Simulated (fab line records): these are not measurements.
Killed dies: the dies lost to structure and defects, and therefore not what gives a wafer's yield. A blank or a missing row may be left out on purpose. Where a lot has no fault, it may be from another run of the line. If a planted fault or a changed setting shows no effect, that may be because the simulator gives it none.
A lot that was struck, set against a sound lot || flow sky130 || 43 out of 708 route steps
Sound: the wafers L950.2, L950.3, L950.5. Struck: wafer L964.4. (L964.1, L964.3 of the same lot were not struck and are left out.) The cause comes at the end.
Per side, at each step with rows, come the tool, then ch with its chambers, and then its first start. Under that, the readings that differ: sound wafers || struck wafers || difference of the means || sigmas: that difference in standard deviations of wafers without a fault.
alike: words and numbers the same on both sides, and readings whose means are apart by under 2 such deviations; not compared: readings that were withheld, readings missing a value for some wafer, numbers with overlapping values and no deviation given by the record, and bounds like >300 which may hide the same value.
The two part at a step that has a row with sigmas, a row that says differs or no value, or rows on one side only. Non-overlapping numbers with no deviation appear without sigmas and do not part them. Lack of a reading on every wafer of one side parts them only where that side has two or more wafers.

first, 2 steps without rows for these wafers: SKY_LDD_LDN_PEB_05; SKY_LDD_LDN_DEVELOP_06 (develop time 60 s).
SKY_LDD_LDN_OVL_MEAS_07:
  sound on overlay-01, day 23 00:20; struck on overlay-01, day 27 21:24
  alike: LDD_LDN_OVL
then, 4 steps without rows for these wafers: SKY_LDD_LDN_IMPLANT_08; SKY_LDD_LDN_IMPLANT_09; SKY_LDD_LDN_IMPLANT_10; SKY_LDD_LDN_IMPLANT_11.
SKY_LDD_LDN_STRIP_12: strips in O2/N2.
  sound on plasmaAsher-01 ch 0,1, day 23 00:58; struck on plasmaAsher-02 ch 1, day 27 22:02
  alike: drypumpMotorCurrentA, oesProductAu, stripTimeToEndpointS
  not compared: rfHoursCounterH
SKY_LDD_LDN_TW_MEAS_13:
  sound on filmMetro-04, day 23 01:05; struck on filmMetro-04, day 27 22:08
  alike: LDD_LDN_TW
then, 2 steps without rows for these wafers: SKY_LDD_LDN_CLEAN_14 (cleans in SC1/SC2, time 150 s); SKY_SPACER_CVD_00 (deposits Si3N4 from DCS/NH3, target thk 43.1 nm, time 740 s).
SKY_SPACER_THK_MEAS_01:
  sound on filmMetro-01, day 23 03:35; struck on filmMetro-01, day 27 23:27
  alike: SPACER_CVD_00_THK
SKY_SPACER_ETCHBACK_02: etches Si3N4 in CH3F/O2, stops on SiO2, time 46.7 s, target depth 45 nm.
  sound on rieDiel-02 ch 0,2, day 23 03:38; struck on rieDiel-04 ch 0, day 27 23:31
  alike: drypumpMotorCurrentA, oesProductAu, throttleValvePct
  not compared: rfHoursCounterH
then, 8 steps without rows for these wafers: SKY_POLY_CUT_DEHYDRATE_00 (time 60 s); SKY_POLY_CUT_HMDS_01 (prime time 60 s); SKY_POLY_CUT_COAT_02 (resist thk 60 nm); SKY_POLY_CUT_COAT_03 (resist thk 447.2 nm); SKY_POLY_CUT_SOFTBAKE_04 (time 90 s); SKY_POLY_CUT_EXPOSE_05 (exposes mask NPCM, target cd 270 nm); SKY_POLY_CUT_PEB_06; SKY_POLY_CUT_DEVELOP_07 (develop time 60 s).
SKY_POLY_CUT_CD_MEAS_08 targets a cd of 270 nm.
  sound on cdSem-01, day 24 09:23; struck on cdSem-01, day 29 03:43
  alike: cdNm
SKY_POLY_CUT_OVL_MEAS_09:
  sound on overlay-01, day 24 09:30; struck on overlay-01, day 29 03:50
  alike: POLY_CUT_OVL
then, 1 step without rows for these wafers: SKY_POLY_CUT_ETCH_10 (etches BARC in N2/H2, stops on SiO2, time 45.9 s, target depth 60 nm).
SKY_POLY_CUT_ETCH_11: etches Si3N4 in CF4/CH2F2/Ar, stops on poly-Si, time 42.5 s, target depth 60 nm.
  sound on rieDiel-03 ch 0,2, day 24 09:34; struck on rieDiel-02 ch 1, day 29 03:55
  alike: cf4FlowSccm, drypumpMotorCurrentA, mfcArSccm, oesProductAu, throttleValvePct
  not compared: rfHoursCounterH
SKY_POLY_CUT_STRIP_12: strips in O2/N2.
  sound on plasmaAsher-02 ch 0, day 24 09:37; struck on plasmaAsher-01 ch 1, day 29 03:58
  alike: drypumpMotorCurrentA, oesProductAu, stripTimeToEndpointS
  not compared: rfHoursCounterH
then, 3 steps without rows for these wafers: SKY_SD_P_DEHYDRATE_00 (time 60 s); SKY_SD_P_HMDS_01 (prime time 60 s); SKY_SD_P_COAT_02 (resist thk 1140 nm).
SKY_SD_P_SOFTBAKE_03: time 62.55 s.
  sound on lithoTrack-01 ch 0, day 25 00:32; struck on lithoTrack-01 ch 0, day 29 16:43
  alike: chillPlateTempC, plateSensorTCentreC, plateSensorTEdgeC
then, 3 steps without rows for these wafers: SKY_SD_P_EXPOSE_04 (exposes mask PSDM, target cd 380 nm); SKY_SD_P_PEB_05; SKY_SD_P_DEVELOP_06 (develop time 60 s).
SKY_SD_P_CD_MEAS_07 targets a cd of 380 nm.
  sound on cdSem-02, day 25 14:01; struck on cdSem-01, day 30 07:12
  alike: cdNm
SKY_SD_P_OVL_MEAS_08:
  sound on overlay-01, day 25 14:07; struck on overlay-01, day 30 07:19
  alike: SD_P_OVL
next, for these wafers, 1 step has no rows: SKY_SD_P_IMPLANT_09.
SKY_SD_P_STRIP_10: strips in O2/N2.
  sound on plasmaAsher-03 ch 0,1, day 25 14:18; struck on plasmaAsher-01 ch 1, day 30 07:30
{"reading": "drypumpMotorCurrentA (A)", "sound": "6.5 6.5 5.9", "struck": 5.2, "difference": -1.1, "sigmas": -3}
{"reading": "stripTimeToEndpointS (s)", "sound": "17.56 17.49 17.51", "struck": 17.42, "difference": -0.10, "sigmas": -2}
  alike: oesProductAu
  not compared: rfHoursCounterH
SKY_SD_P_TW_MEAS_11:
  sound on filmMetro-04, day 25 14:25; struck on filmMetro-02, day 30 07:36
  alike: SD_P_TW
then, 4 steps without rows for these wafers: SKY_RES_XHIGH_DEHYDRATE_00 (time 60 s); SKY_RES_XHIGH_HMDS_01 (prime time 60 s); SKY_RES_XHIGH_COAT_02 (resist thk 1140 nm); SKY_RES_XHIGH_SOFTBAKE_03 (time 60 s).
-- a jump in the record: the struck wafers' starts before and after are 19 days apart (it breaks off in module RES_XHIGH and resumes in module PAD_OPEN, where the first step shown is number 708 of the route) --
SKY_PAD_OPEN_PROBE_99:
  sound on prober-01, day 45 21:52; struck on prober-01, day 49 05:10
{"reading": "killedAtFrontEnd", "sound": "11 20 6", "struck": 77, "difference": "+65", "sigmas": "+14"}
{"reading": "killedDies", "sound": "70 90 75", "struck": 135, "difference": "+57", "sigmas": "+6"}
  alike: killed_at_M0_to_M3, killed_at_M4_up, killedAtContacts, killedAtOther, killedOpen, killedShort

## WHERE THEY PART
Last at SKY_PAD_OPEN_PROBE_99 as far as this record goes, first at SKY_SD_P_STRIP_10.

WHY: what the simulator had put in
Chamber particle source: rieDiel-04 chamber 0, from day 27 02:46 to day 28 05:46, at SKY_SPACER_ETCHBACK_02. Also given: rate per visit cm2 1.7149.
